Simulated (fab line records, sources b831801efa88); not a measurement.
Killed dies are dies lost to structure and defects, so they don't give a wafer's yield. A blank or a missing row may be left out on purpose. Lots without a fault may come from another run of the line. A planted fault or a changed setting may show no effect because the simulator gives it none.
fab line records | flow sky130
record lots=13 wafers=38 last_day=50
route steps=708 shown CONTACT@429 METAL1@434 PAD_OPEN@708
lots that met no fault: from a run of the same line without faults
start_h: hours from the record's first day to the start of the lot's first wafer shown | wait_h: hours since the lot's step before | " the same as in the row above | L1.1+2: a row that stands for several wafers | - no value, or no start given | * or withheld: withheld | < > ~ a bound
route shown NAME@n: a module of which the file shows steps, and the number in the route of the first | usual: mean/standard deviation of fault-free wafers | same: alike in all rows | chamber/n: place in a boat | sites: the reading at each site | _std_site: their standard deviation | _edge_site: outer sites' mean less inner sites' | radius_mm: how far each site lies from the wafer's centre | mask NAME#n: copy n | behind: the tool/chamber that last shaped the wafer | hold: why the lot was held/for how many hours/how that ended | device: the transistor (n, p or np) that didn't switch | end of line: the same wafers' tests at the end of the route | a step without rows: its recipe alone | killed: dies lost to structure and defects at the first sort, not the wafer's yield | map: a wafer's dies, x killed, . not, _ none there
set.NAME: the setting as run; set.NAME@STEP: as run at that earlier step | model.NAME: the simulator's own value behind a step, which no gauge read
steps of the route over a sample of lots; a table a step, a row a wafer
services: from which hour (start_h, from the record's first day; less than 0 if before it) a tool's chamber was out of use, for how many hours, and why
## steps
# step SKY_CONTACT_SPUTTER_23
# recipe material=TiN target_thk_nm=20 chamber_pressure_pa=5 power_w=4048 time_s=80
# usual chamber_pressure_pa=5.000/0.0096 throttle_valve_pct=29.6/1.1
# columns lot.wafer tool chamber start_h wait_h chamber_pressure_pa throttle_valve_pct
L602.1 pvd_sputter-01 - 725.48 0.0 5.010 30.0
L602.2 " - " " 5.015 29.1
L602.3 " - " " 5.002 30.7
L603.2 pvd_sputter-02 - 729.39 0.0 4.998 29.9
L603.3 " - " " 5.008 31.8
L603.5 " - " " 4.987 29.6
L604.2 pvd_sputter-02 - 743.92 0.0 5.004 29.8
L604.3 " - " " 5.015 30.2
L604.6 " - " " 5.012 30.1
L607.2 pvd_sputter-01 - 795.34 0.0 4.999 30.4
L607.4 " - " " 5.001 30.4
L607.6 " - " " 4.992 29.1
L606.4 pvd_sputter-01 - 799.00 0.0 5.006 30.5
L606.5 " - " " 4.996 30.6
L606.6 " - " " 5.010 28.9
L608.1 pvd_sputter-04 - 801.49 0.0 4.993 28.9
L608.3 " - " " 4.993 29.6
L608.6 " - " " 5.000 29.4
L612.3 pvd_sputter-02 - 819.12 0.0 5.006 29.7
L612.5 " - " " 5.011 32.1
L614.1 pvd_sputter-01 - 834.75 0.0 5.018 29.1
L614.2 " - " " 5.011 30.9
L614.6 " - " " 5.002 29.2
L613.1 pvd_sputter-01 - 836.38 0.0 4.995 29.2
L613.5 " - " " 5.012 30.5
L613.6 " - " " 5.000 29.4
L622.1 pvd_sputter-04 - 891.04 0.0 5.018 28.7
L622.2 " - " " 5.005 27.1
L622.6 " - " " 5.017 29.8
L623.1 pvd_sputter-02 - 896.75 0.0 5.001 32.0
L623.3 " - " " 5.005 29.8
L623.6 " - " " 4.999 29.6
L624.1 pvd_sputter-01 - 900.96 0.0 5.009 29.5
L624.4 " - " " 4.993 29.2
L624.6 " - " " 5.002 30.4
L625.1 pvd_sputter-01 - 907.50 0.0 4.991 30.5
L625.2 " - " " 4.993 29.2
L625.3 " - " " 4.997 30.2
# step SKY_METAL1_SPUTTER_00
# recipe material=Ti target_thk_nm=15 power_w=3000 time_s=10 chamber_pressure_pa=0.4
# usual chamber_pressure_pa=0.4001/0.00096 throttle_valve_pct=29.3/0.81
# columns lot.wafer tool chamber start_h wait_h chamber_pressure_pa throttle_valve_pct
L602.1 pvd_sputter-04 - 726.13 0.1 0.4010 29.2
L602.2 " - " " 0.4009 30.0
L602.3 " - " " 0.4011 26.9
L603.2 pvd_sputter-01 - 730.04 0.1 0.3992 30.2
L603.3 " - " " 0.4004 29.0
L603.5 " - " " 0.4017 29.0
L604.2 pvd_sputter-04 - 744.58 0.1 0.4018 27.2
L604.3 " - " " 0.3999 29.7
L604.6 " - " " 0.3976 28.9
L607.2 pvd_sputter-03 - 795.99 0.1 0.4010 29.8
L607.4 " - " " 0.4003 30.0
L607.6 " - " " 0.4004 30.1
L606.4 pvd_sputter-03 - 799.65 0.1 0.4005 28.7
L606.5 " - " " 0.4004 29.6
L606.6 " - " " 0.3992 29.1
L608.1 pvd_sputter-01 - 802.28 0.2 0.3998 30.2
L608.3 " - " " 0.4007 29.7
L608.6 " - " " 0.4010 29.5
L612.3 pvd_sputter-03 - 819.77 0.2 0.3987 30.2
L612.5 " - " " 0.3855 30.3
L614.1 pvd_sputter-03 - 835.40 0.2 0.3999 30.2
L614.2 " - " " 0.4003 29.0
L614.6 " - " " 0.3846 30.4
L613.1 pvd_sputter-04 - 837.03 0.1 0.4006 29.2
L613.5 " - " " 0.4002 27.0
L613.6 " - " " 0.4006 29.2
L622.1 pvd_sputter-01 - 891.69 0.2 0.3993 30.7
L622.2 " - " " 0.4005 29.1
L622.6 " - " " 0.4012 28.8
L623.1 pvd_sputter-03 - 897.40 0.2 0.3997 30.1
L623.3 " - " " 0.4003 29.4
L623.6 " - " " 0.4004 29.8
L624.1 pvd_sputter-03 - 901.61 0.2 0.4000 29.5
L624.4 " - " " 0.4000 29.5
L624.6 " - " " 0.4001 29.8
L625.1 pvd_sputter-04 - 908.15 0.1 0.4004 27.1
L625.2 " - " " 0.4008 29.3
L625.3 " - " " 0.4011 29.1
# step SKY_METAL1_SPUTTER_01
# recipe material=TiN target_thk_nm=20 power_w=6500 time_s=16.7 chamber_pressure_pa=0.4
# usual chamber_pressure_pa=0.3999/0.00078 throttle_valve_pct=29.3/0.81
# columns lot.wafer tool chamber start_h wait_h chamber_pressure_pa throttle_valve_pct
L602.1 pvd_sputter-04 - 726.16 0.0 0.4000 29.2
L602.2 " - " " 0.4002 29.6
L602.3 " - " " 0.4010 27.0
L603.2 pvd_sputter-01 - 730.07 0.0 0.4002 30.1
L603.3 " - " " 0.4000 29.2
L603.5 " - " " 0.3989 29.0
L604.2 pvd_sputter-04 - 744.60 0.0 0.4011 27.3
L604.3 " - " " 0.3994 29.8
L604.6 " - " " 0.3989 28.8
L607.2 pvd_sputter-03 - 796.02 0.0 0.3997 29.8
L607.4 " - " " 0.3997 30.3
L607.6 " - " " 0.3989 30.2
L606.4 pvd_sputter-03 - 799.67 0.0 0.3984 29.0
L606.5 " - " " 0.3997 29.7
L606.6 " - " " 0.4012 29.0
L608.1 pvd_sputter-01 - 802.30 0.0 0.4004 30.3
L608.3 " - " " 0.4003 29.4
L608.6 " - " " 0.3998 29.3
L612.3 pvd_sputter-03 - 819.80 0.0 0.3992 30.3
L612.5 " - " " 0.3990 29.5
L614.1 pvd_sputter-03 - 835.42 0.0 0.3998 30.3
L614.2 " - " " 0.3994 28.9
L614.6 " - " " 0.3995 29.6
L613.1 pvd_sputter-04 - 837.06 0.0 0.3997 29.1
L613.5 " - " " 0.4002 27.0
L613.6 " - " " 0.4015 29.3
L622.1 pvd_sputter-01 - 891.72 0.0 0.3992 30.4
L622.2 " - " " 0.4000 29.1
L622.6 " - " " 0.4000 29.2
L623.1 pvd_sputter-03 - 897.42 0.0 0.3985 30.0
L623.3 " - " " 0.3992 29.8
L623.6 " - " " 0.3999 29.6
L624.1 pvd_sputter-03 - 901.63 0.0 0.3995 29.3
L624.4 " - " " 0.4020 29.6
L624.6 " - " " 0.4011 29.6
L625.1 pvd_sputter-04 - 908.17 0.0 0.3990 27.1
L625.2 " - " " 0.3997 29.3
L625.3 " - " " 0.4001 28.9
# step SKY_METAL1_CD_MEAS_15
# recipe target_cd_nm=140
# usual cd_nm=139.8/1.4
# columns lot.wafer tool chamber start_h wait_h cd_nm
L602.1 cd_sem-02 - 753.99 - 139.3
L602.2 " - " " 139.5
L602.3 " - " " 137.1
L603.2 cd_sem-02 - 757.60 - 140.4
L603.3 " - " " 141.9
L603.5 " - " " 141.6
L604.2 cd_sem-01 - 771.91 - 139.1
L604.3 " - " " 138.9
L604.6 " - " " 138.4
L607.2 cd_sem-01 - 822.58 - 139.1
L607.4 " - " " 139.4
L607.6 " - " " 137.4
L606.4 cd_sem-02 - 826.20 - 140.3
L606.5 " - " " 140.2
L606.6 " - " " 140.8
L608.1 cd_sem-01 - 829.11 - 138.7
L608.3 " - " " 137.8
L608.6 " - " " 138.0
L612.3 cd_sem-01 - 846.32 - 141.1
L612.5 " - " " 141.8
L614.1 cd_sem-02 - 861.18 - 140.2
L614.2 " - " " 139.6
L614.6 " - " " 138.3
L613.1 cd_sem-01 - 862.61 - 138.5
L613.5 " - " " 140.4
L613.6 " - " " 141.0
L622.1 cd_sem-02 - 917.54 - 141.9
L622.2 " - " " 141.8
L622.6 " - " " 142.6
L623.1 cd_sem-01 - 922.31 - 141.8
L623.3 " - " " 141.0
L623.6 " - " " 142.4
L624.1 cd_sem-01 - 926.78 - 142.1
L624.4 " - " " 141.9
L624.6 " - " " 141.9
L625.1 cd_sem-02 - 932.86 - 138.9
L625.2 " - " " 140.6
L625.3 " - " " 138.3
# step SKY_PAD_OPEN_PROBE_99
# usual defect_limited_yield=82.4/1.9 killed_at_M0_to_M3=44/7.2 killed_at_M4_up=3.2/1.8 killed_at_contacts=24/5.4 killed_at_front_end=15/4 killed_at_other=0.3/0.56 killed_dies=87/9.2 killed_open=47/7.3 killed_short=39/5.7 sort_bin_3_pad_short=0.9/0.45 sort_bin_5_function=10.6/1.5 sort_bin_6_memory=6.2/1.1 sort_n_pass=405/9.2 sort_yield_pct=82.4/1.9
# same gross_dies=492 killed_at_back_side=0 sort_bin_4_leakage[%]=0 sort_bin_8_speed[%]=0
# columns lot.wafer tool chamber start_h wait_h defect_limited_yield[%] killed_at_M0_to_M3 killed_at_M4_up killed_at_contacts killed_at_front_end killed_at_other killed_dies killed_open killed_short sort_bin_3_pad_short[%] sort_bin_5_function[%] sort_bin_6_memory[%] sort_n_pass sort_yield_pct[%]
L602.1 prober-02 - 1067.10 0.1 82.3 53 2 21 10 1 87 49 38 0.4 11.8 5.5 405 82.3
L602.2 prober-02 - 1067.15 0.1 83.7 44 4 22 10 0 80 43 35 0.8 9.6 5.9 412 83.7
L602.3 prober-02 - 1067.20 0.2 83.5 39 1 23 15 3 81 44 37 1.0 10.2 5.3 411 83.5
L603.2 prober-01 - 1069.67 0.1 82.9 43 1 27 13 0 84 48 36 0.4 10.8 5.9 408 82.9
L603.3 prober-01 - 1069.72 0.2 85.4 28 4 19 21 0 72 34 38 0.8 9.1 4.7 420 85.4
L603.5 prober-01 - 1069.82 0.2 80.9 46 7 23 18 0 94 60 34 0.4 10.4 8.3 398 80.9
L604.2 prober-02 - 1080.79 0.1 80.1 52 4 25 17 0 98 55 43 1.0 13.2 5.7 394 80.1
L604.3 prober-02 - 1080.84 0.2 79.3 42 4 38 18 0 102 60 41 0.4 11.8 8.5 390 79.3
L604.6 prober-02 - 1080.99 0.2 78.3 48 1 32 26 0 107 61 46 1.4 12.8 7.5 385 78.3
L607.2 prober-02 - 1120.93 0.1 83.7 42 3 24 11 0 80 47 33 1.0 8.9 6.3 412 83.7
L607.4 prober-02 - 1121.03 0.2 81.9 44 3 29 12 1 89 45 44 1.2 11.2 5.7 403 81.9
L607.6 prober-02 - 1121.13 0.2 84.1 41 3 23 10 1 78 40 37 1.2 8.7 5.9 414 84.1
L606.4 prober-01 - 1122.06 0.2 78.7 64 4 25 12 0 105 54 50 2.0 12.0 7.3 387 78.7
L606.5 prober-01 - 1122.11 0.2 80.5 46 6 28 16 0 96 49 47 1.2 9.8 8.5 396 80.5
L606.6 prober-01 - 1122.16 0.2 79.7 57 5 20 18 0 100 55 45 1.0 13.8 5.5 392 79.7
L608.1 prober-02 - 1125.88 0.1 82.7 33 5 25 21 1 85 45 40 1.2 11.4 4.7 407 82.7
L608.3 prober-02 - 1125.98 0.2 84.1 32 4 24 18 0 78 38 40 0.8 8.3 6.7 414 84.1
L608.6 prober-02 - 1126.13 0.2 84.1 39 2 26 9 2 78 43 35 0.6 9.3 5.9 414 84.1
L612.3 prober-01 - 1138.35 0.2 83.5 42 4 23 12 0 81 41 40 1.6 9.3 5.5 411 83.5
L612.5 prober-01 - 1138.45 0.2 81.7 47 4 22 17 0 90 41 49 1.2 11.0 6.1 402 81.7
L614.1 prober-01 - 1147.57 0.1 83.1 37 5 26 15 0 83 48 34 0.6 11.4 4.9 409 83.1
L614.2 prober-01 - 1147.62 0.1 78.3 53 3 34 17 0 107 63 41 0.8 12.0 8.9 385 78.3
L614.6 prober-01 - 1147.82 0.2 85.2 36 3 17 17 0 73 33 40 1.2 9.6 4.1 419 85.2
L613.1 prober-02 - 1152.16 0.1 79.3 47 2 41 12 0 102 57 45 1.8 11.6 7.3 390 79.3
L613.5 prober-02 - 1152.36 0.2 81.7 52 2 25 9 2 90 46 43 1.4 10.8 6.1 402 81.7
L613.6 prober-02 - 1152.41 0.2 82.9 43 4 20 17 0 84 44 40 0.6 10.2 6.3 408 82.9
L622.1 prober-02 - 1187.38 0.1 82.1 38 2 24 24 0 88 40 46 0.2 11.4 6.3 404 82.1
L622.2 prober-02 - 1187.43 0.1 84.3 36 5 15 21 0 77 42 35 0.2 9.6 5.9 415 84.3
L622.6 prober-02 - 1187.63 0.2 85.0 32 3 22 17 0 74 40 33 0.4 9.8 4.9 418 85.0
L623.1 prober-01 - 1190.93 0.1 83.9 42 3 20 12 2 79 41 38 1.4 6.9 7.7 413 83.9
L623.3 prober-01 - 1191.03 0.2 83.9 37 3 29 10 0 79 48 31 1.0 9.6 5.5 413 83.9
L623.6 prober-01 - 1191.18 0.2 83.7 44 2 24 10 0 80 53 26 0.8 10.0 5.5 412 83.7
L624.1 prober-02 - 1191.64 0.1 85.0 46 1 14 13 0 74 41 33 1.4 7.9 5.7 418 85.0
L624.4 prober-02 - 1191.79 0.2 82.3 49 3 23 12 0 87 49 38 0.8 11.4 5.5 405 82.3
L624.6 prober-02 - 1191.89 0.2 84.6 41 5 14 16 0 76 42 34 0.8 8.3 6.3 416 84.6
L625.1 prober-01 - 1196.23 0.1 81.7 49 1 18 22 0 90 50 40 1.4 10.6 6.3 402 81.7
L625.2 prober-01 - 1196.28 0.1 79.7 51 6 22 21 0 100 59 39 0.8 11.8 7.7 392 79.7
L625.3 prober-01 - 1196.33 0.2 80.9 50 1 28 15 0 94 55 38 0.4 11.2 7.5 398 80.9
# killed by level:class
L602.1 VIA3:geometric_particle:open=13 VIA2:geometric_particle:open=9 LI_CONTACT:geometric_particle:open=8 VIA1:geometric_particle:open=8 CONTACT:geometric_particle:open=6 METAL3:geometric_particle:short=6 FIELD_ISO:geometric_particle:short=5 METAL2:geometric_particle:short=5
L602.2 VIA1:geometric_particle:open=11 CONTACT:geometric_particle:open=9 VIA3:geometric_particle:open=8 CONTACT:geometric_particle:short=6 VIA1:geometric_particle:short=5 METAL2:geometric_particle:short=5 VIA3:geometric_particle:short=5 LOCAL_INTERCONNECT:geometric_particle:short=4
L602.3 CONTACT:geometric_particle:open=10 POLY_GATE:geometric_particle:open=7 LI_CONTACT:geometric_particle:open=7 VIA3:geometric_particle:open=6 VIA1:geometric_particle:open=6 FIELD_ISO:geometric_particle:short=5 METAL1:geometric_particle:short=5 VIA2:geometric_particle:open=5
L603.2 LI_CONTACT:geometric_particle:open=10 VIA1:geometric_particle:open=9 VIA3:geometric_particle:open=8 VIA2:geometric_particle:open=6 CONTACT:geometric_particle:open=5 CONTACT:geometric_particle:short=5 METAL2:geometric_particle:short=5 POLY_GATE:geometric_particle:short=4
L603.3 VIA1:geometric_particle:open=8 CONTACT:geometric_particle:open=7 POLY_GATE:geometric_particle:short=6 METAL2:geometric_particle:short=5 FIELD_ISO:geometric_particle:open=4 METAL1:geometric_particle:short=4 METAL4:geometric_particle:short=4 FIELD_ISO:geometric_particle:short=3
L603.5 CONTACT:geometric_particle:open=13 VIA3:geometric_particle:open=13 FIELD_ISO:geometric_particle:open=7 VIA2:geometric_particle:open=7 VIA1:geometric_particle:open=6 METAL1:geometric_particle:short=5 LI_CONTACT:geometric_particle:open=5 VIA2:geometric_particle:short=5
L604.2 VIA1:geometric_particle:open=12 VIA3:geometric_particle:open=9 VIA2:geometric_particle:open=8 CONTACT:geometric_particle:short=8 CONTACT:geometric_particle:open=7 VIA1:geometric_particle:short=7 METAL2:geometric_particle:short=7 LI_CONTACT:geometric_particle:open=6
L604.3 CONTACT:geometric_particle:open=15 LI_CONTACT:geometric_particle:open=13 VIA1:geometric_particle:open=12 VIA2:geometric_particle:open=5 POLY_GATE:geometric_particle:short=5 CONTACT:geometric_particle:short=5 METAL1:geometric_particle:short=5 VIA2:geometric_particle:short=4
L604.6 CONTACT:geometric_particle:open=13 VIA1:geometric_particle:open=13 FIELD_ISO:geometric_particle:open=10 LI_CONTACT:geometric_particle:open=8 VIA2:geometric_particle:open=7 FIELD_ISO:geometric_particle:short=6 METAL1:geometric_particle:short=5 POLY_GATE:geometric_particle:short=4
L607.2 CONTACT:geometric_particle:open=11 VIA1:geometric_particle:open=8 VIA1:geometric_particle:short=7 VIA3:geometric_particle:open=7 VIA2:geometric_particle:open=6 LI_CONTACT:geometric_particle:open=5 LOCAL_INTERCONNECT:geometric_particle:short=4 CONTACT:geometric_particle:short=4
L607.4 CONTACT:geometric_particle:open=11 VIA1:geometric_particle:open=10 CONTACT:geometric_particle:short=6 VIA3:geometric_particle:short=6 LI_CONTACT:geometric_particle:open=5 VIA1:geometric_particle:short=5 VIA2:geometric_particle:open=5 FIELD_ISO:geometric_particle:open=4
L607.6 VIA1:geometric_particle:open=13 LI_CONTACT:geometric_particle:open=6 LI_CONTACT:geometric_particle:short=5 CONTACT:geometric_particle:short=5 CONTACT:geometric_particle:open=4 METAL1:geometric_particle:short=4 VIA2:geometric_particle:short=4 FIELD_ISO:geometric_particle:short=3
L606.4 METAL1:geometric_particle:short=11 CONTACT:geometric_particle:open=10 VIA2:geometric_particle:open=9 VIA1:geometric_particle:open=8 VIA3:geometric_particle:open=8 LI_CONTACT:geometric_particle:open=7 METAL1:geometric_particle:open=7 VIA3:geometric_particle:short=7
L606.5 CONTACT:geometric_particle:open=11 VIA1:geometric_particle:open=8 LI_CONTACT:geometric_particle:open=7 METAL2:geometric_particle:short=7 METAL1:geometric_particle:short=5 VIA2:geometric_particle:open=5 METAL4:geometric_particle:short=5 VIA1:geometric_particle:short=4
L606.6 VIA2:geometric_particle:open=11 METAL1:geometric_particle:short=9 VIA1:geometric_particle:open=8 VIA3:geometric_particle:open=8 FIELD_ISO:geometric_particle:short=7 LI_CONTACT:geometric_particle:open=6 CONTACT:geometric_particle:open=6 VIA1:geometric_particle:short=5
L608.1 CONTACT:geometric_particle:open=11 POLY_GATE:geometric_particle:short=7 VIA1:geometric_particle:short=6 FIELD_ISO:geometric_particle:open=5 LI_CONTACT:geometric_particle:open=5 CONTACT:geometric_particle:short=5 VIA2:geometric_particle:open=5 VIA1:geometric_particle:open=5
L608.3 VIA1:geometric_particle:open=9 CONTACT:geometric_particle:short=7 CONTACT:geometric_particle:open=6 METAL1:geometric_particle:short=6 POLY_GATE:geometric_particle:open=5 LI_CONTACT:geometric_particle:open=5 LOCAL_INTERCONNECT:geometric_particle:short=5 POLY_GATE:geometric_particle:short=4
L608.6 LI_CONTACT:geometric_particle:open=11 VIA1:geometric_particle:open=8 CONTACT:geometric_particle:short=7 METAL1:geometric_particle:short=6 VIA2:geometric_particle:open=6 VIA3:geometric_particle:open=5 VIA1:geometric_particle:short=4 CONTACT:geometric_particle:open=4
L612.3 VIA1:geometric_particle:open=14 METAL2:geometric_particle:short=9 LI_CONTACT:geometric_particle:open=8 FIELD_ISO:geometric_particle:short=7 CONTACT:geometric_particle:open=7 VIA2:geometric_particle:open=6 CONTACT:geometric_particle:short=5 METAL3:geometric_particle:short=3
L612.5 VIA1:geometric_particle:open=12 METAL2:geometric_particle:short=12 CONTACT:geometric_particle:open=9 FIELD_ISO:geometric_particle:short=7 LI_CONTACT:geometric_particle:open=6 VIA1:geometric_particle:short=5 VIA2:geometric_particle:short=5 VIA3:geometric_particle:short=5
L614.1 VIA3:geometric_particle:open=10 CONTACT:geometric_particle:open=8 VIA2:geometric_particle:open=8 LI_CONTACT:geometric_particle:short=6 LI_CONTACT:geometric_particle:open=4 CONTACT:geometric_particle:short=4 METAL1:geometric_particle:short=4 VIA1:geometric_particle:open=4
L614.2 VIA1:geometric_particle:open=18 LI_CONTACT:geometric_particle:open=9 CONTACT:geometric_particle:open=9 FIELD_ISO:geometric_particle:short=7 VIA3:geometric_particle:open=7 LOCAL_INTERCONNECT:geometric_particle:short=6 POLY_GATE:geometric_particle:open=5 VIA1:geometric_particle:short=5
L614.6 VIA1:geometric_particle:open=10 VIA1:geometric_particle:short=7 CONTACT:geometric_particle:open=6 FIELD_ISO:geometric_particle:open=5 FIELD_ISO:geometric_particle:short=4 CONTACT:geometric_particle:short=4 METAL3:geometric_particle:short=4 VIA3:geometric_particle:open=4
L613.1 CONTACT:geometric_particle:open=20 LI_CONTACT:geometric_particle:open=10 VIA2:geometric_particle:short=8 VIA1:geometric_particle:open=7 VIA2:geometric_particle:open=7 CONTACT:geometric_particle:short=6 METAL1:geometric_particle:short=6 METAL3:geometric_particle:short=6
L613.5 CONTACT:geometric_particle:open=11 VIA2:geometric_particle:open=11 LI_CONTACT:geometric_particle:open=8 METAL3:geometric_particle:short=8 VIA1:geometric_particle:open=7 VIA2:geometric_particle:short=7 METAL1:geometric_particle:short=5 POLY_GATE:geometric_particle:open=3
L613.6 VIA2:geometric_particle:open=8 VIA3:geometric_particle:open=8 VIA1:geometric_particle:open=7 METAL2:geometric_particle:short=6 LOCAL_INTERCONNECT:geometric_particle:short=6 CONTACT:geometric_particle:open=6 CONTACT:geometric_particle:short=5 VIA1:geometric_particle:short=5
L622.1 VIA1:geometric_particle:open=10 VIA2:geometric_particle:open=7 FIELD_ISO:geometric_particle:short=6 POLY_GATE:geometric_particle:short=6 FIELD_ISO:geometric_particle:open=5 LI_CONTACT:geometric_particle:short=5 LI_CONTACT:geometric_particle:open=5 CONTACT:geometric_particle:short=5
L622.2 CONTACT:geometric_particle:open=7 FIELD_ISO:geometric_particle:short=5 METAL1:geometric_particle:short=5 VIA3:geometric_particle:short=5 VIA1:geometric_particle:open=5 VIA3:geometric_particle:open=5 VIA2:geometric_particle:open=5 METAL4:geometric_particle:short=5
L622.6 VIA1:geometric_particle:open=9 LI_CONTACT:geometric_particle:open=8 CONTACT:geometric_particle:open=6 VIA2:geometric_particle:open=6 FIELD_ISO:geometric_particle:short=5 FIELD_ISO:geometric_particle:open=5 POLY_GATE:geometric_particle:short=5 VIA1:geometric_particle:short=4
L623.1 VIA1:geometric_particle:open=10 CONTACT:geometric_particle:open=8 METAL1:geometric_particle:short=6 LOCAL_INTERCONNECT:geometric_particle:short=5 VIA3:geometric_particle:open=5 METAL2:geometric_particle:open=5 POLY_GATE:geometric_particle:open=4 SPACER:geometric_particle:short=4
L623.3 VIA1:geometric_particle:open=10 CONTACT:geometric_particle:open=9 LI_CONTACT:geometric_particle:open=8 VIA2:geometric_particle:open=7 CONTACT:geometric_particle:short=6 METAL2:geometric_particle:short=4 VIA3:geometric_particle:open=4 POLY_GATE:geometric_particle:open=3
L623.6 VIA1:geometric_particle:open=12 CONTACT:geometric_particle:open=12 VIA2:geometric_particle:open=9 METAL2:geometric_particle:short=8 LI_CONTACT:geometric_particle:open=7 VIA3:geometric_particle:open=4 FIELD_ISO:geometric_particle:open=3 CONTACT:geometric_particle:short=3
L624.1 VIA1:geometric_particle:open=13 VIA3:geometric_particle:open=6 VIA1:geometric_particle:short=6 LI_CONTACT:geometric_particle:open=5 VIA2:geometric_particle:open=5 POLY_GATE:geometric_particle:open=4 POLY_GATE:geometric_particle:short=4 CONTACT:geometric_particle:short=4
L624.4 CONTACT:geometric_particle:open=11 VIA1:geometric_particle:open=9 VIA3:geometric_particle:open=9 VIA2:geometric_particle:open=7 CONTACT:geometric_particle:short=6 VIA1:geometric_particle:short=6 METAL2:geometric_particle:short=6 POLY_GATE:geometric_particle:open=4
L624.6 VIA1:geometric_particle:open=10 CONTACT:geometric_particle:open=8 FIELD_ISO:geometric_particle:short=7 VIA3:geometric_particle:open=7 VIA2:geometric_particle:open=7 METAL1:geometric_particle:short=4 VIA1:geometric_particle:short=4 METAL4:geometric_particle:short=4
L625.1 VIA3:geometric_particle:open=10 VIA1:geometric_particle:open=10 METAL2:geometric_particle:short=8 CONTACT:geometric_particle:open=7 FIELD_ISO:geometric_particle:short=6 POLY_GATE:geometric_particle:open=6 VIA1:geometric_particle:short=5 METAL1:geometric_particle:short=5
L625.2 VIA1:geometric_particle:open=16 CONTACT:geometric_particle:open=9 METAL1:geometric_particle:short=8 LI_CONTACT:geometric_particle:open=6 METAL2:geometric_particle:short=6 FIELD_ISO:geometric_particle:open=4 VIA1:geometric_particle:short=4 VIA3:geometric_particle:open=4
L625.3 VIA1:geometric_particle:open=15 CONTACT:geometric_particle:open=11 METAL1:geometric_particle:short=11 VIA3:geometric_particle:open=7 CONTACT:geometric_particle:short=6 VIA2:geometric_particle:open=6 LI_CONTACT:geometric_particle:short=5 LI_CONTACT:geometric_particle:open=4
## services
# columns tool chamber start_h hours kind
pvd_sputter-03 - 704.28 2.6 repair
pvd_sputter-03 - 725.06 9.8 repair
pvd_sputter-04 - 756.36 5.1 repair
pvd_sputter-01 - 767.72 4.1 repair
pvd_sputter-02 - 813.11 4.5 repair
pvd_sputter-03 - 821.82 2.6 repair
pvd_sputter-01 - 828.51 3.0 repair
pvd_sputter-03 - 831.59 0.9 repair
## key
first_sign step=SKY_METAL1_SPUTTER_00 reading=chamber_pressure_pa direction=down sigmas=16 usual=0.4001 struck=0.3851
effect none on later readings
met_at SKY_METAL1_SPUTTER_00
struck_lots L612,L614
struck_wafers L612.5,L614.6
not_acting_at SKY_CONTACT_SPUTTER_23,SKY_METAL1_SPUTTER_01,SKY_METAL1_CD_MEAS_15
onset_between 799.65 819.77
fault kind=process_parameter_drift tool=pvd_sputter-03 chamber=- onset_h=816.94 steps=SKY_METAL1_SPUTTER_00 channel=chamber_pressure_pa offset=-0.014943 shape=step end_h=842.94 acts_in=these_recipes_only stated=0.4 scope=struck_wafers_only
